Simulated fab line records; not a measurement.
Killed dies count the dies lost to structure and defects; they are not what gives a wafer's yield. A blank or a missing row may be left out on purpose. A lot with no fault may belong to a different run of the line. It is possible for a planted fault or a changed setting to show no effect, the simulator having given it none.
What tool caused it?	flow gf180mcu	Sampling: 13 lots, 39 wafers, 6 of 602 route steps

== WHAT THE GAUGES READ, wafer by wafer ==
GF_DNWELL_TW_MEAS_09. Usual: DNWELL_TW typically reads 1344, with standard deviation 10.
lot	measured	on	DNWELL_TW	flag
L409	day 3 07:23	filmMetro-04	1353 1343 1350	
L410	day 3 09:46	filmMetro-03	1342 1336 1340	
L411	day 3 16:44	filmMetro-02	1368 1367 1370	
L413	day 4 06:27	filmMetro-04	1341 1336 1336	
L415	day 4 15:35	filmMetro-03	1356 1355 1355	
L417	day 4 23:52	filmMetro-02	1341 1346 1337	
L422	day 6 02:27	filmMetro-02	1351 1348 1343	
L424	day 6 13:50	filmMetro-04	1332 1337 1329	
L425	day 6 22:12	filmMetro-04	1332 1336 1340	
L426	day 7 01:35	filmMetro-04	1326 1330 1323	
L427	day 7 04:45	filmMetro-02	1362 1357 1348	
L429	day 7 15:47	filmMetro-03	1336 1334 1331	
L430	day 7 23:04	filmMetro-03	1346 1347 1349	

GF_VT_IMPLANT_OVL_MEAS_07. Usual: VT_IMPLANT_OVL typically reads 1.3 nm, with standard deviation 1.3.
lot	measured	on	VT_IMPLANT_OVL (nm)	flag
L409	day 6 03:29	overlay-02	0.7 0.1 1.6	
L410	day 6 06:13	overlay-01	0.5 1.0 0.8	
L411	day 6 14:46	overlay-01	2.4 0.5 1.8	
L413	day 7 08:30	overlay-01	1.3 1.9 0.7	
L415	day 7 16:46	overlay-02	-0.5 0.2 -1.1	
L417	day 8 02:59	overlay-01	1.1 0.7 1.1	
L422	day 9 10:10	overlay-02	2.4 0.7 1.9	
L424	day 9 23:01	overlay-02	2.6 0.4 -1.5	
L425	day 10 09:28	overlay-02	-0.7 1.5 -1.2	
L426	day 10 13:34	overlay-02	0.9 1.4 -0.2	
L427	day 10 15:25	overlay-01	2.2 3.3 0.3	
L429	day 11 06:31	overlay-02	0.4 1.2 1.8	
L430	day 11 14:49	overlay-02	-0.7 -0.5 -0.9	

GF_VT_IMPLANT_OVL_MEAS_29. Usual: VT_IMPLANT_02_OVL typically reads -0.4 nm, with standard deviation 1.4.
lot	measured	on	VT_IMPLANT_02_OVL (nm)	flag
L409	day 7 09:43	overlay-01	-0.6 0.0 -1.5	
L410	day 7 12:49	overlay-02	-0.7 -1.1 -1.9	
L411	day 7 22:41	overlay-01	-1.6 0.1 -0.6	
L413	day 8 16:22	overlay-01	- - -	OFF
L415	day 9 01:49	overlay-02	-0.1 0.7 0.0	
L417	day 9 11:29	overlay-02	-0.4 -1.6 0.6	
L422	day 10 22:04	overlay-01	0.0 0.2 0.4	
L424	day 11 11:05	overlay-02	-1.3 1.6 0.6	
L425	day 11 21:58	overlay-02	-0.2 -1.1 -0.5	
L426	day 12 03:32	overlay-01	-2.0 -0.8 -2.7	
L427	day 12 06:01	overlay-02	2.3 0.0 1.5	
L429	day 12 21:19	overlay-02	0.2 1.7 -2.5	
L430	day 13 07:21	overlay-01	-0.2 -1.4 -0.2	

GF_VT_IMPLANT_TW_MEAS_32. Usual: VT_IMPLANT_3_TW typically reads 267.0, with standard deviation 2.2.
lot	measured	on	VT_IMPLANT_3_TW	flag
L409	day 7 10:00	filmMetro-04	267.0 265.8 265.7	
L410	day 7 13:07	filmMetro-04	265.5 266.2 266.9	
L411	day 7 22:59	filmMetro-04	267.0 267.6 264.9	
L413	day 8 16:40	filmMetro-01	29.7 29.8 29.7	OFF
L415	day 9 02:07	filmMetro-02	268.8 269.2 269.2	
L417	day 9 11:47	filmMetro-01	263.8 265.2 264.8	
L422	day 10 22:22	filmMetro-04	267.8 267.3 268.7	
L424	day 11 11:22	filmMetro-01	261.8 262.9 261.8	
L425	day 11 22:16	filmMetro-02	268.2 271.0 271.0	
L426	day 12 03:50	filmMetro-01	262.6 263.4 263.5	
L427	day 12 06:19	filmMetro-04	266.6 267.1 266.8	
L429	day 12 21:37	filmMetro-01	263.9 263.2 262.3	
L430	day 13 07:45	filmMetro-02	270.0 270.7 269.1	

GF_DUAL_GATE_THK_MEAS_03. Usual: DUAL_GATE_OXIDATION_00_THK typically reads 10.86 nm, with standard deviation 0.23.
lot	measured	on	DUAL_GATE_OXIDATION_00_THK (nm)	flag
L409	day 8 05:05	filmMetro-01	10.86 10.83 10.88	
L410	day 8 07:47	filmMetro-02	10.68 10.67 10.70	
L411	day 8 17:11	filmMetro-01	10.72 10.62 10.88	
L415	day 9 21:49	filmMetro-03	10.78 10.79 10.79	
L417	day 10 08:14	filmMetro-03	10.52 10.46 10.60	
L422	day 11 19:49	filmMetro-02	11.08 11.04 10.93	
L424	day 12 08:56	filmMetro-03	10.54 10.60 10.55	
L425	day 12 20:10	filmMetro-03	10.85 10.80 10.86	
L426	day 13 02:22	filmMetro-02	11.10 10.84 11.09	
L427	day 13 05:34	filmMetro-03	11.13 11.18 11.26	
L429	day 13 22:39	filmMetro-03	10.78 10.75 10.83	
L430	day 14 06:23	filmMetro-01	11.29 11.09 11.17	

== WHAT TOOL EACH LOT RAN ON (gives the tool, then ch and the chambers of the sampled wafers, and finally the start) ==
lot	GF_VT_IMPLANT_EXPOSE_26
L409	ilineStepper-01 ch 0, day 7 02:08
L410	ilineStepper-01 ch 0, day 7 05:43
L411	ilineStepper-02 ch 0, day 7 14:29
L413	ilineStepper-01 ch 0, day 8 08:14
L415	ilineStepper-02 ch 0, day 8 17:34
L417	ilineStepper-01 ch 0, day 9 02:59
L422	ilineStepper-01 ch 0, day 10 13:13
L424	ilineStepper-01 ch 0, day 11 01:54
L425	ilineStepper-02 ch 0, day 11 12:41
L426	ilineStepper-01 ch 0, day 11 17:55
L427	ilineStepper-01 ch 0, day 11 20:20
L429	ilineStepper-01 ch 0, day 12 11:43
L430	ilineStepper-01 ch 0, day 12 21:01
- GF_VT_IMPLANT_EXPOSE_26: exposes mask LVPWELL HV AREA, target cd 860 nm.

== WHAT THE TOOLS THEMSELVES READ (means of the sampled wafers that have a number; where no wafer has one, the mark that the record gives instead) ==
GF_VT_IMPLANT_EXPOSE_26. Usual: exposureDoseMJCm2 140.01, standard deviation 0.12; stageVelMmS 499.98 mm/s, standard deviation 0.25.
lot	tool	exposureDoseMJCm2	stageVelMmS (mm/s)	flag
L409	ilineStepper-01	140.17	499.83	
L410	ilineStepper-01	139.88	499.62	
L411	ilineStepper-02	139.92	499.81	
L413	ilineStepper-01	140.04	500.01	
L415	ilineStepper-02	140.03	500.20	
L417	ilineStepper-01	139.94	500.07	
L422	ilineStepper-01	140.13	500.09	
L424	ilineStepper-01	140.08	499.93	
L425	ilineStepper-02	140.04	500.18	
L426	ilineStepper-01	140.10	500.22	
L427	ilineStepper-01	140.10	499.92	
L429	ilineStepper-01	140.09	499.97	
L430	ilineStepper-01	139.91	499.62	

== THE ANSWER, worked out from the rows above alone ==
Rule: lot off if the mean of its wafers having a number is beyond 3 standard deviations from the usual mean. Also off: a lot with no number at a reading for which 4 or more lots have one. All remaining lots with rows at the step are treated as sound. First the gauges in route order, then the tools' own readings, where a lot's mean is used as printed above. At the first step where some lot is off, the reading lying furthest off is the one used; lots without a number count as furthest.
Off: L413, seen at GF_VT_IMPLANT_OVL_MEAS_29 (VT_IMPLANT_02_OVL). Without a number there: L413.
If a tool, at a process step before that reading, ran all the lots that are off and no sound lot after the first of them, it fits. The gauges at GF_VT_IMPLANT_OVL_MEAS_29 aren't tried: what is off there is off at GF_VT_IMPLANT_TW_MEAS_32 too, on other tools, and a gauge's error can't cause that. None of those tried fits.

== WHAT THE SIMULATOR HAD PUT IN ==
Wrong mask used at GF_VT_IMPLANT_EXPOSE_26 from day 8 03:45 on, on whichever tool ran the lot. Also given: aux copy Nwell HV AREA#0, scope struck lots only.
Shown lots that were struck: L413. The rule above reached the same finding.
